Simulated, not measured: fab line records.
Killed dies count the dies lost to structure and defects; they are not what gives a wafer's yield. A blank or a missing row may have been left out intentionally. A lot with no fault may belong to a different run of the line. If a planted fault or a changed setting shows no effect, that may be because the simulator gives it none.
fab line records	flow sfq-line
record: lots: 6	wafers: 18	last-day: 92
route steps=325 shown M1@62 I1@73 M2@88
lots that met no fault: from a run of the same line without faults
start-h: the number of hours between the record's first day and the start of the first shown wafer of the lot	wait-h: hours since the lot's step before	" the same as in the row above	L1.1+2: several wafers, shown together as one row	- no value, or no start was given	* or withheld: withheld	< > ~ a bound
route shown NAME@n: a module of which the file shows steps, and the number in the route of the first	usual: mean/standard deviation of fault-free wafers	same: alike in all rows	chamber/n: place in a boat	sites: each site's reading	_std_site: their standard deviation	_edge_site: inner sites' mean taken away from outer sites' mean	radius-mm: how far each site lies from the wafer's centre	mask NAME#n: copy n	behind: tool/chamber where the wafer was last shaped	hold: why the lot was held/for how many hours/how that ended	device: whichever transistor did not switch (one of n, p or np)	end of line: the tests these same wafers got at the end of their route	for a step that has no rows: nothing shown but its recipe	killed: dies that structure and defects cost at the first sort, which is not the same as the wafer's yield	map: a wafer's dies, marking killed ones x, the rest . and places with no die _
set.NAME: setting as actually run; set.NAME@STEP: the setting as run at that earlier step	model.NAME: the simulator's own value behind a step, which no gauge read
a table for each step, a row for each wafer; lots at some steps of the route
services: from which hour (start-h, from the record's first day; less than 0 if before it) a tool's chamber was out of use, for how many hours, and why
== steps ==
step: SFQ_TRILAYER_M1_LITHO_COAT_044
recipe: resist: BARC	spin-rpm: 3000	resist-thk-nm: 62
step: SFQ_TRILAYER_M1_LITHO_COAT_039
recipe: resist: KrF	spin-rpm: 3000	resist-thk-nm: 600
step: SFQ_TRILAYER_M1_LITHO_SOFTBAKE_043
recipe: temp-c: withheld	time-s: withheld	resist: KrF
step: SFQ_TRILAYER_M1_LITHO_EXPOSE_040
recipe: mask-id: M1	na: 0.6	source-shape: conventional	sigma-outer: 0.65	target-cd-nm: 500	dose-mj: 14.4
step: SFQ_TRILAYER_M1_LITHO_PEB_042
recipe: peb-temp-c: 115	peb-time-s: 60	resist: KrF
step: SFQ_TRILAYER_M1_LITHO_DEVELOP_041
recipe: time-s: 60	resist: KrF
step: SFQ_M1_OVL_MEAS_911
usual: M1_OVL: 1/4.9
lot.wafer	tool	chamber	start-h	wait-h	M1_OVL[nm]
L330.2	overlay-01	-	537.90	0.1	9
L330.5	"	-	"	"	10
L330.6	"	-	"	"	0
L331.2	overlay-01	-	573.89	0.1	-7
L331.5	"	-	"	"	-4
L331.6	"	-	"	"	-4
L333.2	overlay-01	-	593.76	0.1	-3
L333.3	"	-	"	"	-3
L333.6	"	-	"	"	-2
L335.1	overlay-01	-	619.07	0.1	-4
L335.4	"	-	"	"	3
L335.6	"	-	"	"	4
L339.2	overlay-01	-	623.88	0.1	2
L339.5	"	-	"	"	8
L339.6	"	-	"	"	1
L346.4	overlay-02	-	632.29	0.1	8
L346.5	"	-	"	"	6
L346.6	"	-	"	"	0
step: SFQ_TRILAYER_M1_BARC_OPEN_METAL_ETCH_054
recipe: mask-material: PR	chemistry: O2	target-depth-nm: 125	target: BARC	icp-w: 600	bias-w: 80	pressure-mtorr: 10	time-s: 41.7
step: SFQ_TRILAYER_M1_ETCH_METAL_ETCH_042
recipe: target: Nb	stop-on: SiO2	mask-material: PR	chemistry: Cl2/Ar	target-depth-nm: 240	icp-w: 600	bias-w: 80	pressure-mtorr: 10	time-s: 120
usual: drypump-motor-current-A: 5.9/0.35	oes-product-au: 0.896/0.0068
lot.wafer	tool	chamber	start-h	wait-h	drypump-motor-current-A	oes-product-au	rf-hours-counter-h
L330.2	rie-metal-03	0	537.99	0.0	5.4	0.894	111
L330.5	"	1	"	"	6.3	0.904	-
L330.6	"	0	"	"	5.4	0.892	-
L331.2	rie-metal-04	0	573.98	0.0	5.6	0.894	14
L331.5	"	0	"	"	5.6	0.883	-
L331.6	"	1	"	"	6.2	0.893	-
L333.2	rie-metal-03	0	593.85	0.0	5.5	0.892	118
L333.3	"	1	"	"	6.3	0.880	-
L333.6	"	0	"	"	5.5	0.894	-
L335.1	rie-metal-04	1	619.17	0.0	6.2	0.890	133
L335.4	"	1	"	"	6.3	0.901	-
L335.6	"	0	"	"	5.7	0.897	-
L339.2	rie-metal-04	1	623.97	0.0	6.3	0.889	134
L339.5	"	1	"	"	6.2	0.888	-
L339.6	"	0	"	"	5.7	0.890	-
L346.4	rie-metal-03	1	632.41	0.1	6.3	0.898	-
L346.5	"	0	"	"	5.5	0.903	-
L346.6	"	1	"	"	6.3	0.905	-
step: SFQ_TRILAYER_M1_STRIP_STRIP_043
recipe: gas: O2	power-w: 200	platen-temp-c: 40	overash-fraction: 0.65	chemistry: O2	pressure-mtorr: 50
usual: drypump-motor-current-A: 5.9/0.35	oes-product-au: 1.002/0.0084
lot.wafer	tool	chamber	start-h	wait-h	drypump-motor-current-A	oes-product-au	rf-hours-counter-h
L330.2	rie-metal-03	0	538.11	0.1	5.4	0.996	111
L330.5	"	1	"	"	6.3	0.990	-
L330.6	"	0	"	"	5.4	0.987	-
L331.2	rie-metal-04	0	574.11	0.1	5.7	1.003	14
L331.5	"	0	"	"	5.7	1.014	-
L331.6	"	1	"	"	6.2	1.004	-
L333.2	rie-metal-03	0	593.98	0.1	5.5	0.986	118
L333.3	"	1	"	"	6.3	0.987	-
L333.6	"	0	"	"	5.4	0.981	-
L335.1	rie-metal-04	1	619.29	0.1	6.3	1.006	133
L335.4	"	1	"	"	6.2	1.006	-
L335.6	"	0	"	"	5.7	1.011	-
L339.2	rie-metal-04	1	624.09	0.1	6.2	1.010	134
L339.5	"	1	"	"	6.2	1.001	-
L339.6	"	0	"	"	5.7	1.011	-
L346.4	rie-metal-03	1	632.69	0.2	6.3	1.009	-
L346.5	"	0	"	"	5.4	1.001	-
L346.6	"	1	"	"	6.3	1.004	-
step: SFQ_TRILAYER_M1_STRIP_SOLV_CLEAN_044
recipe: chemistry: NMP	temp-c: 70	time-s: 600
step: SFQ_TRILAYER_I1_DEP_PECVD_045
recipe: material: SiO2	temp-c: 150	time-s: 111.11	pressure-torr: 2.4	rf-w: 183.3	precursor: SiH4/N2O	target-thk-nm: 500
step: SFQ_TRILAYER_I1_CMP_CMP_046
recipe: material: SiO2	down-force-psi: 3	platen-rpm: 60	pad-velocity-m-s: 0.94248
usual: motor-current-A: 10.4/1.3	time-to-endpoint-s: 217/6.7
lot.wafer	tool	chamber	start-h	wait-h	motor-current-A	time-to-endpoint-s	model.SiO2_of_TRILAYER_I1_DEP_PECVD_045.thk-nm
L330.2	cmp-02	3	540.46	1.5	9.4	218	198.2
L330.5	"	0	"	"	13.3	219	199.9
L330.6	"	1	"	"	9.9	222	200.3
L331.2	cmp-01	1	577.67	2.8	11.5	224	200.7
L331.6	"	3	578.67	3.7	8.9	225	201.5
L331.5	"	0	"	"	11.2	221	201.5
L333.3	cmp-01	1	595.33	0.5	10.6	213	216
L333.2	"	2	"	"	11.7	217	200.2
L333.6	"	1	597.33	2.5	10.2	226	200.7
L335.1	cmp-01	1	620.15	0.0	11.0	201	216.3
L335.4	"	3	621.15	1.0	8.3	205	215.3
L335.6	"	1	622.15	2.0	11.1	218	202.3
L339.2	cmp-02	3	628.85	3.9	9.9	216	200.5
L339.6	"	0	"	"	13.5	213	199.8
L339.5	"	1	"	"	9.2	227	199.8
L346.4	cmp-02	1	639.35	6.0	9.7	219	200.9
L346.5	"	1	641.35	8.0	9.6	228	200.3
L346.6	"	2	"	"	9.7	228	201.4
step: SFQ_I1_BOW_MEAS_912
recipe: mode: bow
usual: I1_BOW: 2/7.5
lot.wafer	tool	chamber	start-h	wait-h	I1_BOW[um]
L330.2	film-metro-01	-	541.98	1.0	-4
L330.5	"	-	"	"	-10
L330.6	"	-	"	"	-3
L331.2	film-metro-01	-	579.69	1.5	-7
L331.5	"	-	"	"	-10
L331.6	"	-	"	"	-2
L333.2	film-metro-01	-	597.85	1.5	-6
L333.3	"	-	"	"	-1
L333.6	"	-	"	"	-7
L333.2	film-metro-01	-	599.17	1.3	-
L333.3	"	-	"	"	-
L333.6	"	-	"	"	-
L335.1	film-metro-02	-	623.15	2.5	6
L335.4	"	-	"	"	-3
L335.6	"	-	"	"	8
L335.1	film-metro-02	-	625.06	1.9	-
L335.4	"	-	"	"	-
L335.6	"	-	"	"	-
L339.2	film-metro-01	-	630.37	1.0	10
L339.5	"	-	"	"	7
L339.6	"	-	"	"	-10
L346.4	film-metro-01	-	642.41	2.6	-3
L346.5	"	-	"	"	5
L346.6	"	-	"	"	0
step: SFQ_TRILAYER_I1_METRO_MEASURE_047
usual: thk-nm: 200.4/0.89
lot.wafer	tool	chamber	start-h	wait-h	thk-nm
L330.2	film-metro-01	-	542.28	0.3	198.2
L330.5	"	-	"	"	200.0
L330.6	"	-	"	"	200.1
L331.2	film-metro-01	-	579.99	0.3	200.8
L331.5	"	-	"	"	201.4
L331.6	"	-	"	"	201.5
L333.2	film-metro-01	-	601.55	2.4	200.4
L333.3	"	-	"	"	216.0
L333.6	"	-	"	"	200.7
L333.2	film-metro-01	-	602.92	1.2	200.1
L333.3	"	-	"	"	215.8
L333.6	"	-	"	"	200.5
L335.1	film-metro-02	-	629.29	4.2	216.5
L335.4	"	-	"	"	215.4
L335.6	"	-	"	"	202.3
L335.1	film-metro-02	-	630.66	1.2	216.4
L335.4	"	-	"	"	215.4
L335.6	"	-	"	"	202.2
L339.2	film-metro-01	-	630.67	0.3	200.4
L339.5	"	-	"	"	199.9
L339.6	"	-	"	"	199.8
L346.4	film-metro-01	-	643.07	0.6	200.8
L346.5	"	-	"	"	200.3
L346.6	"	-	"	"	201.4
step: SFQ_TRILAYER_I1_VIA_LITHO_COAT_054
recipe: resist: BARC	spin-rpm: 3000	resist-thk-nm: 62
step: SFQ_TRILAYER_I1_VIA_LITHO_COAT_049
recipe: resist: KrF	spin-rpm: 3000	resist-thk-nm: 650
step: SFQ_TRILAYER_I1_VIA_LITHO_SOFTBAKE_053
recipe: temp-c: withheld	time-s: withheld	resist: KrF
step: SFQ_TRILAYER_I1_VIA_LITHO_EXPOSE_050
recipe: mask-id: I1	na: 0.6	source-shape: conventional	sigma-outer: 0.65	target-cd-nm: 500	dose-mj: 21.3
step: SFQ_TRILAYER_I1_VIA_LITHO_PEB_052
recipe: peb-temp-c: 115	peb-time-s: 60	resist: KrF
step: SFQ_TRILAYER_I1_VIA_LITHO_DEVELOP_051
recipe: time-s: 60	resist: KrF
step: SFQ_I1_OVL_MEAS_913
usual: I1_OVL: 1/5.5
lot.wafer	tool	chamber	start-h	wait-h	I1_OVL[nm]
L330.2	overlay-01	-	696.96	0.1	1
L330.5	"	-	"	"	-4
L330.6	"	-	"	"	6
L331.2	overlay-02	-	722.44	0.1	-5
L331.5	"	-	"	"	-1
L331.6	"	-	"	"	3
L333.2	overlay-02	-	732.04	0.1	1
L333.3	"	-	"	"	-4
L333.6	"	-	"	"	-5
L335.1	overlay-02	-	755.43	0.1	3
L335.4	"	-	"	"	2
L335.6	"	-	"	"	2
L339.2	overlay-02	-	762.63	0.1	2
L339.5	"	-	"	"	-1
L339.6	"	-	"	"	1
L346.4	overlay-02	-	776.35	0.1	2
L346.5	"	-	"	"	7
L346.6	"	-	"	"	1
step: SFQ_TRILAYER_I1_VIA_BARC_OPEN_VIA_ETCH_071
recipe: mask-material: PR	chemistry: O2	target-depth-nm: 125	target: BARC	source-w: 500	bias-w: 80	pressure-mtorr: 30	time-s: 41.7
usual: drypump-motor-current-A: 5.8/0.5	oes-product-au: 0.684/0.0048
lot.wafer	tool	chamber	start-h	wait-h	drypump-motor-current-A	oes-product-au	rf-hours-counter-h
L330.2	rie-diel-01	3	696.99	0.0	6.6	0.684	17
L330.5	"	1	"	"	6.2	0.682	-
L330.6	"	0	"	"	5.8	0.694	-
L331.2	rie-diel-01	0	722.47	0.0	5.8	0.689	11
L331.5	"	0	"	"	5.8	0.687	-
L331.6	"	1	"	"	6.2	0.690	-
L333.2	rie-diel-01	1	732.07	0.0	6.2	0.686	3
L333.3	"	2	"	"	5.1	0.684	9
L333.6	"	0	"	"	5.8	0.687	-
L335.1	rie-diel-03	1	755.46	0.0	5.7	0.688	17
L335.4	"	3	"	"	4.9	0.686	9
L335.6	"	0	"	"	5.7	0.686	-
L339.2	rie-diel-03	3	762.66	0.0	4.9	0.684	9
L339.5	"	3	"	"	4.9	0.685	-
L339.6	"	2	"	"	6.2	0.682	-
L346.4	rie-diel-04	2	776.37	0.0	5.4	0.685	13
L346.5	"	0	"	"	5.8	0.682	-
L346.6	"	3	"	"	6.3	0.680	-
step: SFQ_TRILAYER_I1_VIA_ETCH_VIA_ETCH_052
recipe: target: SiO2	stop-on: Nb	mask-material: PR	taper-deg: 20	chemistry: CHF3	target-depth-nm: 260	source-w: 500	bias-w: 80	pressure-mtorr: 30	time-s: withheld
usual: drypump-motor-current-A: 5.8/0.5	oes-product-au: 0.856/0.005
lot.wafer	tool	chamber	start-h	wait-h	drypump-motor-current-A	oes-product-au	model.I1.feature-depth-nm	model.etch.depth-nm
L330.2	rie-diel-01	3	697.03	0.0	6.6	0.854	198.2	198.2
L330.5	"	1	"	"	6.2	0.854	199.9	199.9
L330.6	"	0	"	"	5.8	0.860	200.3	200.3
L331.2	rie-diel-01	0	722.51	0.0	5.8	0.857	200.7	200.7
L331.5	"	0	"	"	5.8	0.859	201.5	201.5
L331.6	"	1	"	"	6.2	0.863	201.5	201.5
L333.2	rie-diel-01	1	732.11	0.0	6.2	0.862	200.2	200.2
L333.3	"	2	"	"	5.1	0.893	216	216
L333.6	"	0	"	"	5.8	0.854	200.7	200.7
L335.1	rie-diel-03	1	755.50	0.0	5.7	0.891	216.3	216.3
L335.4	"	3	"	"	4.9	0.898	215.3	215.3
L335.6	"	0	"	"	5.7	0.859	202.3	202.3
L339.2	rie-diel-03	3	762.70	0.0	4.9	0.848	200.5	200.5
L339.5	"	3	"	"	4.9	0.854	199.8	199.8
L339.6	"	2	"	"	6.3	0.854	199.8	199.8
L346.4	rie-diel-04	2	776.41	0.0	5.3	0.857	200.9	200.9
L346.5	"	0	"	"	5.9	0.849	200.3	200.3
L346.6	"	3	"	"	6.3	0.861	201.4	201.4
step: SFQ_TRILAYER_I1_VIA_STRIP_STRIP_053
recipe: gas: O2	power-w: 200	platen-temp-c: 40	overash-fraction: 0.65	chemistry: O2	pressure-mtorr: 50
usual: drypump-motor-current-A: 6.1/0.37	oes-product-au: 1.002/0.0075
lot.wafer	tool	chamber	start-h	wait-h	drypump-motor-current-A	oes-product-au	rf-hours-counter-h
L330.2	rie-metal-04	0	697.14	-	5.6	0.998	32
L330.5	"	1	"	"	6.2	1.012	-
L330.6	"	0	"	"	5.7	0.997	-
L331.2	rie-metal-02	1	722.62	-	6.8	1.000	82
L331.5	"	0	"	"	6.4	1.005	-
L331.6	"	1	"	"	6.8	1.012	-
L333.2	rie-metal-01	0	732.22	-	5.7	0.991	82
L333.3	"	0	"	"	5.8	0.990	-
L333.6	"	0	"	"	5.8	0.988	-
L335.1	rie-metal-01	0	755.62	-	5.7	1.001	85
L335.4	"	1	"	"	5.9	0.985	-
L335.6	"	0	"	"	5.8	0.996	-
L339.2	rie-metal-04	0	762.82	-	5.7	0.996	45
L339.5	"	1	"	"	6.2	0.999	-
L339.6	"	0	"	"	5.7	1.003	-
L346.4	rie-metal-04	1	776.72	-	6.2	0.997	-
L346.5	"	1	"	"	6.2	1.006	-
L346.6	"	0	"	"	5.7	0.993	-
step: SFQ_TRILAYER_I1_VIA_STRIP_SOLV_CLEAN_054
recipe: chemistry: NMP	temp-c: 70	time-s: 600
step: SFQ_TRILAYER_M2_DEP_PRE_CLEAN_056
recipe: gas: Ar	time-s: 22.5	bias-v: 250
lot.wafer	tool	chamber	start-h	wait-h	model.SiO2_of_TRILAYER_I1_DEP_PECVD_045.thk-nm
L330.2	pvd-sputter-05	-	697.91	0.0	190.7
L330.5	"	-	"	"	192.4
L330.6	"	-	"	"	192.8
L331.2	pvd-sputter-04	-	723.41	0.0	193.2
L331.5+6	"	-	"	"	194
L333.2	pvd-sputter-03	-	732.99	0.0	192.7
L333.3	"	-	"	"	208.5
L333.6	"	-	"	"	193.2
L335.1	pvd-sputter-05	-	756.39	0.0	208.8
L335.4	"	-	"	"	207.8
L335.6	"	-	"	"	194.8
L339.2	pvd-sputter-05	-	763.59	0.0	193
L339.5+6	"	-	"	"	192.3
L346.4	pvd-sputter-05	-	777.31	0.0	193.4
L346.5	"	-	"	"	192.8
L346.6	"	-	"	"	193.9
step: SFQ_TRILAYER_M2_DEP_SPUTTER_055
recipe: material: Nb	base-pressure-pa: 1.33e-06	chamber-pressure-pa: 0.1333	substrate-temp-c: 20	resputter-cathode-voltage-v: 400	target-thk-nm: 200	power-w: 2000	time-s: 133.3
usual: throttle-valve-pct: 29.9/0.88
lot.wafer	tool	chamber	start-h	wait-h	throttle-valve-pct
L330.2	pvd-sputter-05	-	697.94	0.0	29.1
L330.5	"	-	"	"	30.3
L330.6	"	-	"	"	29.4
L331.2	pvd-sputter-04	-	723.44	0.0	28.6
L331.5	"	-	"	"	30.3
L331.6	"	-	"	"	31.3
L333.2	pvd-sputter-03	-	733.02	0.0	28.2
L333.3	"	-	"	"	29.4
L333.6	"	-	"	"	29.7
L335.1	pvd-sputter-05	-	756.42	0.0	30.0
L335.4	"	-	"	"	29.3
L335.6	"	-	"	"	29.6
L339.2	pvd-sputter-05	-	763.62	0.0	30.1
L339.5	"	-	"	"	31.1
L339.6	"	-	"	"	30.0
L346.4	pvd-sputter-05	-	777.37	0.0	30.0
L346.5	"	-	"	"	30.6
L346.6	"	-	"	"	31.2
== services ==
tool	chamber	start-h	hours	kind
rie-metal-03	-	525.62	2.8	pm
rie-diel-01	-	530.24	2.0	repair
cmp-01	-	533.24	7.4	repair
film-metro-01	-	535.80	0.2	pm
rie-diel-03	-	537.88	15.4	repair
rie-diel-03	-	545.56	1.0	repair
rie-diel-01	2	571.62	5.3	repair
cmp-02	-	572.06	4.0	pm
film-metro-01	-	576.34	0.5	pm
pvd-sputter-05	-	589.35	1.8	repair
cmp-02	-	590.02	1.3	repair
pvd-sputter-05	-	631.15	3.1	repair
rie-metal-03	0	640.01	8.3	repair
cmp-01	-	647.21	2.1	repair
rie-diel-03	-	647.39	2.8	pm
film-metro-01	-	649.41	1.0	pm
rie-diel-03	2	657.84	15.3	repair
cmp-02	-	661.74	3.5	repair
rie-diel-01	3	676.91	5.2	repair
rie-metal-04	0	677.21	5.1	repair
pvd-sputter-05	-	683.27	3.5	repair
rie-diel-01	0	687.56	1.5	repair
rie-diel-01	3	702.94	11.7	repair
film-metro-01	-	717.68	0.6	pm
== key ==
first-sign: step: SFQ_I1_BOW_MEAS_912	reading: visit	direction: added
effect: step: SFQ_TRILAYER_I1_METRO_MEASURE_047	reading: visit	direction: added
effect: step: SFQ_TRILAYER_I1_METRO_MEASURE_047	reading: thk-nm	direction: up	sigmas: 17	usual: 200.4	struck: 215.9
effect: step: SFQ_TRILAYER_I1_VIA_ETCH_VIA_ETCH_052	reading: oes-product-au	direction: up	sigmas: 7.8	usual: 0.856	struck: 0.894
model-effect: step: SFQ_TRILAYER_I1_CMP_CMP_046	value: SiO2_of_TRILAYER_I1_DEP_PECVD_045.thk-nm	without: 200.9	struck: 215.9
model-effect: step: SFQ_TRILAYER_I1_VIA_ETCH_VIA_ETCH_052	value: I1.feature-depth-nm	without: 200.9	struck: 215.9
model-effect: step: SFQ_TRILAYER_M2_DEP_PRE_CLEAN_056	value: SiO2_of_TRILAYER_I1_DEP_PECVD_045.thk-nm	without: 193.4	struck: 208.4
met-at SFQ_TRILAYER_I1_CMP_CMP_046
struck-wafers L333.3,L335.1,L335.4
onset-between 577.67 595.33
fault: kind: process-parameter-drift	tool: cmp-01	chamber: -	onset-h: 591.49	steps: SFQ_TRILAYER_I1_CMP_CMP_046	channel: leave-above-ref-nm	offset: 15	shape: step	end-h: 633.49	scope: struck-wafers-only	acts-in: these-recipes-only	stated: 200
